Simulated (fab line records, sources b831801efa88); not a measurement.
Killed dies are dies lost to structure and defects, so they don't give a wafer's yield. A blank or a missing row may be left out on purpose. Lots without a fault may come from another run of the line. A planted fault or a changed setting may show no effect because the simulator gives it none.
fab line records | flow sky130
record lots=12 wafers=36 last_day=50
route steps=708 shown NWELL@81 POLY_GATE@218 LDD_N@248 SPACER@306 PAD_OPEN@708
lots that met no fault: from a run of the same line without faults
start_h: hours from the record's first day to the start of the lot's first wafer shown | wait_h: hours since the lot's step before | " the same as in the row above | L1.1+2: a row that stands for several wafers | - no value, or no start given | * or withheld: withheld | < > ~ a bound
route shown NAME@n: a module of which the file shows steps, and the number in the route of the first | usual: mean/standard deviation of fault-free wafers | same: alike in all rows | chamber/n: place in a boat | sites: the reading at each site | _std_site: their standard deviation | _edge_site: outer sites' mean less inner sites' | radius_mm: how far each site lies from the wafer's centre | mask NAME#n: copy n | behind: the tool/chamber that last shaped the wafer | hold: why the lot was held/for how many hours/how that ended | device: the transistor (n, p or np) that didn't switch | end of line: the same wafers' tests at the end of the route | a step without rows: its recipe alone | killed: dies lost to structure and defects at the first sort, not the wafer's yield | map: a wafer's dies, x killed, . not, _ none there
set.NAME: the setting as run; set.NAME@STEP: as run at that earlier step | model.NAME: the simulator's own value behind a step, which no gauge read
steps of the route over a sample of lots; a table a step, a row a wafer
services: from which hour (start_h, from the record's first day; less than 0 if before it) a tool's chamber was out of use, for how many hours, and why
## steps
# step SKY_NWELL_RTA_28
# recipe temp_c=1050 time_s=30 idle_temp_c=650 ramp_up_c_per_s=150 ramp_down_c_per_s=90 ambient=N2
# usual lamp_power_pct=25.31/0.051 wafer_temp_C_max=1054.9/1
# columns lot.wafer tool chamber start_h wait_h lamp_power_pct wafer_temp_C_max
L264.2 rtp_anneal-01 0 106.48 0.0 25.27 1055.8
L264.3 " 0 " " 25.36 1056.0
L264.4 " 0 " " 25.27 1054.7
L265.2 rtp_anneal-02 0 111.05 0.0 25.28 1055.1
L265.3 " 0 " " 25.28 1053.6
L265.4 " 0 " " 25.28 1059.1
L268.1 rtp_anneal-01 0 130.84 0.0 25.45 1055.4
L268.3 " 0 " " 25.18 1055.7
L268.6 " 0 " " 25.31 1054.8
L269.1 rtp_anneal-02 0 136.82 0.0 25.41 1054.2
L269.2 " 0 " " 25.32 1054.6
L269.6 " 0 " " 25.24 1056.5
L273.1 rtp_anneal-02 0 157.63 0.0 25.36 1054.5
L273.2 " 0 " " 25.36 1055.7
L273.5 " 0 " " 25.31 1054.6
L274.1 rtp_anneal-02 0 164.83 0.0 25.35 1056.3
L274.2 " 0 " " 25.38 1054.9
L274.3 " 0 " " 25.30 1055.7
L277.2 rtp_anneal-01 0 185.53 0.0 25.34 1053.4
L277.4 " 0 " " 25.19 1053.2
L277.6 " 0 " " 25.30 1054.9
L278.1 rtp_anneal-02 0 188.33 0.0 25.26 1056.3
L278.3 " 0 " " 25.26 1054.2
L278.6 " 0 " " 25.38 1054.0
L282.1 rtp_anneal-02 0 211.31 0.0 25.42 1053.6
L282.4 " 0 " " 25.26 1053.1
L282.5 " 0 " " 25.33 1055.1
L283.3 rtp_anneal-02 0 221.75 0.0 25.21 1055.7
L283.4 " 0 " " 25.28 1056.8
L283.5 " 0 " " 25.26 1054.2
L286.2 rtp_anneal-02 0 240.96 0.0 25.33 1053.8
L286.3 " 0 " " 25.27 1055.0
L286.5 " 0 " " 25.27 1053.7
L287.1 rtp_anneal-01 0 249.14 0.0 25.37 1054.6
L287.5 " 0 " " 25.28 1056.2
L287.6 " 0 " " 25.28 1054.6
# step SKY_POLY_GATE_THK_MEAS_04
# recipe reads=Si3N4_of_POLY_GATE_CVD_03
# usual POLY_GATE_CVD_03_THK=75.1/0.58
# columns lot.wafer tool chamber start_h wait_h POLY_GATE_CVD_03_THK[nm]
L264.2 film_metro-03 - 346.44 0.0 74.2
L264.3 " - " " 75.2
L264.4 " - " " 75.0
L265.2 film_metro-04 - 348.87 0.0 75.5
L265.3 " - " " 74.9
L265.4 " - " " 75.7
L269.1 film_metro-03 - 391.31 0.0 75.1
L269.2 " - " " 74.8
L269.6 " - " " 75.2
L268.1 film_metro-02 - 392.67 0.0 74.7
L268.3 " - " " 75.0
L268.6 " - " " 74.7
L273.1 film_metro-04 - 431.98 0.0 74.1
L273.2 " - " " 74.6
L273.5 " - " " 74.3
L274.1 film_metro-02 - 440.77 0.0 75.9
L274.2 " - " " 76.0
L274.3 " - " " 75.4
L278.1 film_metro-02 - 470.02 0.0 75.6
L278.3 " - " " 75.2
L278.6 " - " " 74.9
L277.2 film_metro-04 - 471.38 0.0 75.1
L277.4 " - " " 75.1
L277.6 " - " " 74.5
L282.1 film_metro-02 - 499.91 0.0 75.5
L282.4 " - " " 75.9
L282.5 " - " " 75.4
L283.3 film_metro-02 - 514.51 0.0 74.4
L283.4 " - " " 75.3
L283.5 " - " " 74.4
L286.2 film_metro-04 - 536.79 0.0 75.2
L286.3 " - " " 74.9
L286.5 " - " " 74.8
L287.1 film_metro-02 - 540.70 0.0 74.1
L287.5 " - " " 74.2
L287.6 " - " " 74.5
# step SKY_LDD_N_IMPLANT_11
# recipe species=As energy_kev=20 dose_cm2=7.5e+13 tilt_deg=withheld rotation_deg=293
# usual rotation_deg=292.99/0.062
# columns lot.wafer tool chamber start_h wait_h rotation_deg
L264.2 implanter-03 0 409.38 0.1 292.97
L264.3 " 0 " " 292.96
L264.4 " 0 " " 292.99
L265.2 implanter-02 0 410.08 0.1 293.02
L265.3 " 0 " " 292.95
L265.4 " 0 " " 293.04
L269.1 implanter-02 0 454.02 0.1 293.01
L269.2 " 0 " " 293.01
L269.6 " 0 " " 292.95
L268.1 implanter-03 0 455.50 0.1 293.04
L268.3 " 0 " " 292.99
L268.6 " 0 " " 292.97
L273.1 implanter-03 0 498.25 0.1 292.98
L273.2 " 0 " " 293.13
L273.5 " 0 " " 293.05
L274.1 implanter-03 0 506.20 0.1 350.29
L274.2 " 0 " " 350.22
L274.3 " 0 " " 350.28
L278.1 implanter-02 0 534.55 0.1 293.03
L278.3 " 0 " " 293.07
L278.6 " 0 " " 292.94
L277.2 implanter-03 0 535.55 0.1 350.31
L277.4 " 0 " " 350.17
L277.6 " 0 " " 350.21
L282.1 implanter-01 0 563.50 0.1 292.84
L282.4 " 0 " " 293.09
L282.5 " 0 " " 292.80
L283.3 implanter-01 0 577.00 0.1 293.00
L283.4 " 0 " " 292.93
L283.5 " 0 " " 292.99
L286.2 implanter-03 0 599.53 0.1 292.94
L286.3 " 0 " " 293.07
L286.5 " 0 " " 293.04
L287.1 implanter-03 0 603.12 0.1 292.98
L287.5 " 0 " " 293.01
L287.6 " 0 " " 293.04
# step SKY_SPACER_ETCHBACK_02
# recipe chemistry=CH3F/O2 target=Si3N4 stop_on=SiO2 source_w=400 bias_w=80 pressure_mtorr=25 ch3f_flow_sccm=40 O2_flow_sccm=30 time_s=46.7 target_depth_a=450
# usual O2_flow_sccm=30.00/0.088 bias_w=79.99/0.24 drypump_motor_current_A=5.6/0.41 oes_product_au=0.850/0.0072 throttle_valve_pct=10.563/0.0089
# columns lot.wafer tool chamber start_h wait_h O2_flow_sccm bias_w drypump_motor_current_A oes_product_au rf_hours_counter_h throttle_valve_pct
L264.2 rie_diel-02 1 535.48 0.0 30.05 80.02 5.5 0.856 13 10.575
L264.3 " 1 " " 30.00 80.10 5.5 0.859 - 10.569
L264.4 " 3 " " 30.07 79.57 6.1 0.859 - 10.571
L265.2 rie_diel-02 3 538.05 0.0 29.91 80.15 6.1 0.847 65 10.574
L265.3 " 0 " " 29.93 79.79 5.8 0.855 8 10.563
L265.4 " 0 " " 30.00 80.19 5.8 0.848 - 10.571
L269.1 rie_diel-02 3 580.39 0.1 29.90 80.37 6.2 0.852 67 10.556
L269.2 " 2 " " 29.91 80.11 5.8 0.858 1 10.550
L269.6 " 0 " " 30.06 79.74 5.8 0.846 - 10.558
L268.1 rie_diel-04 0 581.59 0.1 29.88 79.95 5.4 0.857 38 10.562
L268.3 " 3 " " 30.07 79.65 5.0 0.857 1 10.539
L268.6 " 1 " " 29.88 80.16 5.6 0.851 - 10.555
L273.1 rie_diel-04 0 622.08 0.1 29.98 79.85 5.4 0.850 39 10.554
L273.2 " 2 " " 30.03 79.81 5.5 0.842 47 10.550
L273.5 " 2 " " 29.95 79.93 5.5 0.833 - 10.539
L274.1 rie_diel-04 3 630.78 0.1 30.00 79.88 5.0 0.852 2 10.554
L274.2 " 0 " " 29.86 79.75 5.4 0.847 39 10.561
L274.3 " 2 " " 29.98 79.94 5.5 0.844 48 10.567
L278.1 rie_diel-02 2 668.68 0.1 30.08 79.86 5.8 0.846 3 10.559
L278.3 " 1 " " 29.96 80.31 5.4 0.844 16 10.544
L278.6 " 1 " " 29.95 80.01 5.5 0.843 - 10.560
L277.2 rie_diel-01 1 668.74 0.0 30.07 79.67 6.3 0.852 10 10.553
L277.4 " 0 " " 29.95 80.27 6.5 0.847 7 10.568
L277.6 " 0 " " 29.96 80.22 6.4 0.858 - 10.556
L282.1 rie_diel-01 1 682.13 0.1 29.99 80.27 6.3 0.843 10 10.575
L282.4 " 2 " " 30.07 80.04 5.5 0.848 14 10.572
L282.5 " 3 " " 30.01 80.22 4.8 0.844 - 10.565
L283.3 rie_diel-04 1 696.78 0.0 29.83 79.81 5.7 0.841 1 10.561
L283.4 " 0 " " 30.06 80.09 5.3 0.853 40 10.552
L283.5 " 2 " " 30.02 79.87 5.5 0.850 - 10.541
L286.2 rie_diel-01 0 717.70 0.0 30.16 79.66 6.5 0.857 9 10.561
L286.3 " 3 " " 30.09 79.55 4.8 0.858 48 10.566
L286.5 " 3 " " 29.93 79.99 4.8 0.853 - 10.565
L287.1 rie_diel-02 3 721.12 0.1 29.93 80.37 6.1 0.848 1 10.563
L287.5 " 0 " " 30.00 80.09 5.8 0.847 - 10.573
L287.6 " 3 " " 30.06 80.11 6.2 0.854 - 10.566
# step SKY_PAD_OPEN_PROBE_99
# usual killed_at_M0_to_M3=44/8.6 killed_at_M4_up=3.4/1.9 killed_at_contacts=23/5.7 killed_at_front_end=15/4.5 killed_at_other=0.4/0.62 killed_dies=86/11 killed_open=46/7.6 killed_short=39/6.3
# same gross_dies=492 killed_at_back_side=0
# columns lot.wafer tool chamber start_h wait_h killed_at_M0_to_M3 killed_at_M4_up killed_at_contacts killed_at_front_end killed_at_other killed_dies killed_open killed_short
L274.1 prober-02 - 1145.96 0.1 44 2 22 18 0 86 51 35
L274.2 prober-02 - 1146.01 0.1 43 3 26 20 0 92 54 38
L274.3 prober-02 - 1146.06 0.2 31 1 28 27 0 87 53 34
# killed by level:class
L274.1 VIA1:geometric_particle:open=14 FIELD_ISO:geometric_particle:open=8 VIA2:geometric_particle:open=8 CONTACT:geometric_particle:short=6 FIELD_ISO:geometric_particle:short=5 CONTACT:geometric_particle:open=5 LI_CONTACT:geometric_particle:open=5 LOCAL_INTERCONNECT:geometric_particle:short=5
L274.2 VIA1:geometric_particle:open=12 CONTACT:geometric_particle:open=8 POLY_GATE:geometric_particle:open=7 VIA2:geometric_particle:open=7 VIA1:geometric_particle:short=6 LI_CONTACT:geometric_particle:open=5 LI_CONTACT:geometric_particle:short=5 METAL2:geometric_particle:short=5
L274.3 CONTACT:geometric_particle:open=9 VIA1:geometric_particle:open=9 FIELD_ISO:geometric_particle:open=7 POLY_GATE:geometric_particle:open=7 LI_CONTACT:geometric_particle:open=7 VIA3:geometric_particle:open=7 CONTACT:geometric_particle:short=6 FIELD_ISO:geometric_particle:short=5
## services
# columns tool chamber start_h hours kind
rtp_anneal-02 - 105.71 5.2 pm
rie_diel-02 - 135.11 0.7 repair
implanter-03 - 150.08 0.6 repair
rie_diel-02 1 171.25 8.7 repair
rie_diel-02 1 204.61 69.9 repair
rie_diel-02 0 218.62 9.0 repair
rie_diel-04 1 234.48 36.3 repair
rie_diel-02 - 242.24 14.6 pm
implanter-03 - 247.06 2.2 repair
rie_diel-02 3 268.66 2.4 repair
rie_diel-04 2 290.25 15.3 repair
rie_diel-02 1 319.97 12.8 repair
implanter-03 - 348.27 5.1 pm
rie_diel-02 3 354.61 3.8 repair
rie_diel-02 3 412.81 5.5 repair
rie_diel-02 - 437.88 0.3 repair
rie_diel-02 0 443.66 4.8 repair
rie_diel-02 2 454.26 4.1 repair
implanter-03 - 481.24 1.1 repair
rie_diel-02 0 534.37 2.1 repair
rie_diel-02 - 541.70 0.3 repair
implanter-03 - 566.77 3.4 pm
rie_diel-02 0 599.04 4.7 repair
rie_diel-02 1 600.23 4.4 repair
## key
first_sign step=SKY_LDD_N_IMPLANT_11 reading=rotation_deg direction=up sigmas=99+ usual=292.99 struck=350.25
effect none on later readings
met_at SKY_LDD_N_IMPLANT_11
struck_lots L274,L277
tester_left_out L274,L277
not_acting_at SKY_NWELL_RTA_28,SKY_POLY_GATE_THK_MEAS_04,SKY_SPACER_ETCHBACK_02
onset_between 498.25 506.20
fault kind=process_parameter_drift tool=implanter-03 chamber=- onset_h=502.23 steps=SKY_LDD_N_IMPLANT_11 channel=rotation_deg offset=57.257 shape=step end_h=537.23 acts_in=these_recipes_only stated=293
# tester_left_out: of these lots the tester's yield and bins aren't shown, on N5 and GAA mostly nor the transistor test; their killed dies are dies lost to structure and defects alone, not to doping, threshold or leakage, so they don't give the yield
